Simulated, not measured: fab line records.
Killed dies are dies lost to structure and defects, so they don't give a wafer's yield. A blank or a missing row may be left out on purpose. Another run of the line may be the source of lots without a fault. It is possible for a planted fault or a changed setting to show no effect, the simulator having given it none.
Commonality check across tools + flow gf180mcu + 12 lots and 45 wafers in the sample

REASON FOR OPENING
GF_POLY_GATE_THK_MEAS_01, reading POLY_GATE_CVD_00_THK: flagged on 3 of 12 lots. Fault-free wafers read 200.7 nm, with a standard deviation of 2.
Rule: a lot gets a flag if all its wafers with a number sit over 4 standard deviations from that mean, or if no wafer of it has a number. As for the other lots, they are considered sound.

| lot  | measured     | on           | POLY_GATE_CVD_00_THK (nm), wafer by wafer | flag    |
|------|--------------|--------------|-------------------------------------------|---------|
| L928 | day 9 05:26  | filmMetro-02 | 200.9 201.1 201.4                         |         |
| L929 | day 9 14:16  | filmMetro-01 | 202.6 204.1 201.1                         |         |
| L930 | day 9 19:16  | filmMetro-01 | 204.3 204.4 202.4                         |         |
| L931 | day 10 04:05 | filmMetro-02 | 200.2 199.8 200.1                         |         |
| L933 | day 11 04:05 | filmMetro-02 | 201.9 200.9 201.7                         |         |
| L934 | day 11 14:02 | filmMetro-01 | 200.9 201.6 202.0                         |         |
| L938 | day 12 12:58 | filmMetro-01 | 199.6 199.8 198.1                         |         |
| L940 | day 12 17:05 | filmMetro-03 | 257.9 240.7 218.2 257.9 240.6 218.5       | FLAGGED |
| L939 | day 12 21:02 | filmMetro-03 | 363.4 360.1 349.5 363.9 360.1 349.7       | FLAGGED |
| L941 | day 13 04:11 | filmMetro-03 | 241.2 226.4 218.9 241.3 226.2 219.2       | FLAGGED |
| L943 | day 13 16:25 | filmMetro-01 | 198.3 199.8 200.5                         |         |
| L942 | day 13 17:58 | filmMetro-01 | 200.5 199.1 199.3                         |         |
The numbers of the flagged lots are 275.2 nm on average: +74.5 nm against the usual, or +37 standard deviations.

TOOL THAT RAN EACH LOT
Before the reading, the record contains 2 process steps out of a 602-step route. Every cell lists first the tool, next ch and the chambers used by the sampled wafers, and last the start.
| lot  | flag    | GF_VT_IMPLANT_STRIP_20              | GF_POLY_GATE_CVD_00         |
|------|---------|-------------------------------------|-----------------------------|
| L928 |         | plasmaAsher-03 ch 0,1, day 6 21:53  | lpcvd-01 ch 1, day 9 04:05  |
| L929 |         | plasmaAsher-03 ch 0,1, day 7 06:23  | lpcvd-02 ch 0, day 9 12:16  |
| L930 |         | plasmaAsher-02 ch 0,1, day 7 11:55  | lpcvd-01 ch 0, day 9 17:55  |
| L931 |         | plasmaAsher-04 ch 0,1, day 7 17:20  | lpcvd-02 ch 0, day 10 02:04 |
| L933 |         | plasmaAsher-02 ch 0,1, day 8 14:25  | lpcvd-01 ch 0, day 11 02:44 |
| L934 |         | plasmaAsher-02 ch 0,1, day 9 04:04  | lpcvd-01 ch 1, day 11 12:42 |
| L938 |         | plasmaAsher-03 ch 0,1, day 10 01:53 | lpcvd-01 ch 0, day 12 11:37 |
| L940 | FLAGGED | plasmaAsher-03 ch 0,1, day 10 02:32 | lpcvd-01 ch 0, day 12 15:44 |
| L939 | FLAGGED | plasmaAsher-03 ch 0,1, day 10 03:10 | lpcvd-01 ch 0, day 12 19:41 |
| L941 | FLAGGED | plasmaAsher-03 ch 0,1, day 10 12:37 | lpcvd-01 ch 1, day 13 02:50 |
| L943 |         | plasmaAsher-02 ch 0,1, day 11 00:44 | lpcvd-02 ch 1, day 13 15:04 |
| L942 |         | plasmaAsher-02 ch 0,1, day 11 01:21 | lpcvd-02 ch 1, day 13 16:37 |
These steps, and what they do:
- GF_VT_IMPLANT_STRIP_20: strips in O2/N2.
- GF_POLY_GATE_CVD_00: deposits poly-Si, target thk 200 nm, time 1200 s.
- GF_POLY_GATE_THK_MEAS_01

FLAGGED OVER TOTAL, TOOL BY TOOL (the gauges that took the reading come last)
| step                     | tool           | lots run | flagged | share of the flagged lots | sound lots run after its first flagged lot |
|--------------------------|----------------|----------|---------|---------------------------|--------------------------------------------|
| GF_VT_IMPLANT_STRIP_20   | plasmaAsher-02 | 5        | 0       | none                      | -                                          |
| GF_VT_IMPLANT_STRIP_20   | plasmaAsher-03 | 6        | 3       | all                       | 0                                          |
| GF_VT_IMPLANT_STRIP_20   | plasmaAsher-04 | 1        | 0       | none                      | -                                          |
| GF_POLY_GATE_CVD_00      | lpcvd-01       | 8        | 3       | all                       | 0                                          |
| GF_POLY_GATE_CVD_00      | lpcvd-02       | 4        | 0       | none                      | -                                          |
| GF_POLY_GATE_THK_MEAS_01 | filmMetro-01   | 6        | 0       | none                      | -                                          |
| GF_POLY_GATE_THK_MEAS_01 | filmMetro-02   | 3        | 0       | none                      | -                                          |
| GF_POLY_GATE_THK_MEAS_01 | filmMetro-03   | 3        | 3       | all                       | 0                                          |

THE TABLE: WHAT IT ALLOWS
3 rows of the table ran every flagged lot: plasmaAsher-03 at GF_VT_IMPLANT_STRIP_20, lpcvd-01 at GF_POLY_GATE_CVD_00, filmMetro-03 at GF_POLY_GATE_THK_MEAS_01.
- plasmaAsher-03 at GF_VT_IMPLANT_STRIP_20: 3 of its 6 lots flagged. It ran its last sound lot, L938, at day 10 01:53 and its first flagged lot, L940, at day 10 02:32: a fault with its onset between the two fits.
- lpcvd-01 at GF_POLY_GATE_CVD_00: 3 of its 8 lots flagged. It ran its last sound lot, L938, at day 12 11:37 and its first flagged lot, L940, at day 12 15:44: a fault with its onset between the two fits. Its own readings (spikeTcBottomC, spikeTcLowerC, zonePowerCentrePct, zonePowerLowerPct) fall more than 4 standard deviations out on all wafers of the flagged lots.
- filmMetro-03 at GF_POLY_GATE_THK_MEAS_01: 3 of its 3 lots flagged. It ran no sound lot before its first flagged lot in this sample, so the start can't be narrowed down.
Because each of these 3 tools fits a fault that began at some hour, counting lots does not separate them. More lots, or a look at what each step does to the wafer, might.

WHAT WAS PUT IN BY THE SIMULATOR
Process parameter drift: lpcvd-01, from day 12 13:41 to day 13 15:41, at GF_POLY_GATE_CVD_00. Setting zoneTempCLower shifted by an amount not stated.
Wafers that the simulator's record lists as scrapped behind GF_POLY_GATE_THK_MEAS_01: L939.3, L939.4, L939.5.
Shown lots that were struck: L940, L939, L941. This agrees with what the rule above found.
